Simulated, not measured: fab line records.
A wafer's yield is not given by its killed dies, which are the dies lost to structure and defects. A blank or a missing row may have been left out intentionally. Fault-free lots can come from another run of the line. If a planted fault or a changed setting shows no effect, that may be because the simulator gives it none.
Problem report in the 8D (eight disciplines) form, filled by code | flow sfqLine | the parts of the form that need people (team, actions taken, sign-off) are left out

== 1. THE ISSUE ==
M2_NB_RS at SFQ_M2_RS_MEAS_914 reads a mean of 1.026 ohm/sq on 6 wafers of 2 lots; wafers without a fault read 0.888 ohm/sq with a standard deviation of 0.012. Measured from the usual mean, that is +11 standard deviations.
The step: measures by four-point-probe.
First seen on wafer L656.2, day 35 04:14, on filmMetro-02. The record holds 42 wafers of 14 lots with a number at this step. The rule behind "out" and "out of limits": a value lying over 4 standard deviations away from the usual mean. The other wafers with a number count as sound.

== 2. WHAT IT IS, WHAT IT ISN'T ==
question                    | is                     | is not
which readings at this step | M2_NB_RS               | -
which lots                  | L656, L657             | L646, L647, L649, L651, L658, L661, L662, L664, L665, L666, L667, L668
which wafers of those lots  | all that have a number | -
read on which gauges        | filmMetro-02           | filmMetro-01, filmMetro-03
when                        | from day 35 04:14      | up to then (12 sound wafers); but 24 sound wafers of L658, L661, L662, L664, L665, L666, L667, L668 came after

== 3. SUSPECTS, AND WHAT RULES EACH OUT ==
Counting: a tool stays on the suspect list if, at a process step up to the reading, it processed all lots that are out and no sound lot following the first of them.
- the gauge at SFQ_M2_RS_MEAS_914: ruled out. All the wafers that are out were read on filmMetro-02, but those of them that SFQ_TRILAYER_M2_DEP_SPUTTER_055 has rows for are out there too, on other tools.
- pvdSputter-06 at SFQ_TRILAYER_M2_DEP_SPUTTER_055 (material Nb, target thk 200 nm, time 133.3 s): ruled out as a lasting fault. Following L656 (day 35 04:07), the first lot on it that is out, the sound lots L665, L666, L668 were run on it.
Left after counting: nothing in the record.

== 4. THE CAUSE (what the simulator had put in) ==
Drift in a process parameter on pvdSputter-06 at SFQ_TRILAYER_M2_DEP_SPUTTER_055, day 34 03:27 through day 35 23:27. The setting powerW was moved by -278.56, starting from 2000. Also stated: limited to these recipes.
It was ruled out by counting, in error; the rule expects a fault to strike all lots run on its tool from its start on, and this fault did not.

== 5. SEQUENCE OF EFFECTS, ordered by route ==
One row per reading whose mean, taken over the struck wafers that have a number, lies over 3 standard deviations from the usual. Scope: only readings with a usual standard deviation given in the record; hours: median across lots of the time from each lot's start at the first step in this table that gives one to its start at this step; sigmas: change in usual standard deviations.
hours | step                                | reading         | usual        | on struck wafers | change | sigmas
0     | SFQ_TRILAYER_M2_DEP_SPUTTER_055     | cathodeDcPowerW | 2000.0 W     | 1721.5           | -278.5 | -99 or more
0     | SFQ_M2_RS_MEAS_914                  | M2_NB_RS        | 0.888 ohm/sq | 1.026            | +0.138 | +11
8     | SFQ_TRILAYER_M2_ETCH_METAL_ETCH_060 | oesProductAu    | 0.895 a.u.   | 0.826            | -0.069 | -8.5
Here are the process steps it includes:
- SFQ_TRILAYER_M2_DEP_SPUTTER_055: material Nb, target thk 200 nm, time 133.3 s.
- SFQ_TRILAYER_M2_ETCH_METAL_ETCH_060: etches Nb in Cl2/Ar, stops on SiO2, target depth 240 nm, time 120 s.

== 6. HOW IT WOULD HAVE BEEN CAUGHT EARLIER ==
Counted from the fault's start at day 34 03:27, it took 25 hours until the first out-of-limits reading at a measuring or inspecting step in this record, taken at day 35 04:14.
The tool's own readings at SFQ_TRILAYER_M2_DEP_SPUTTER_055 were out on every struck wafer that the step has a row for (cathodeDcPowerW): an alarm limit on them would have fired on the first of those.
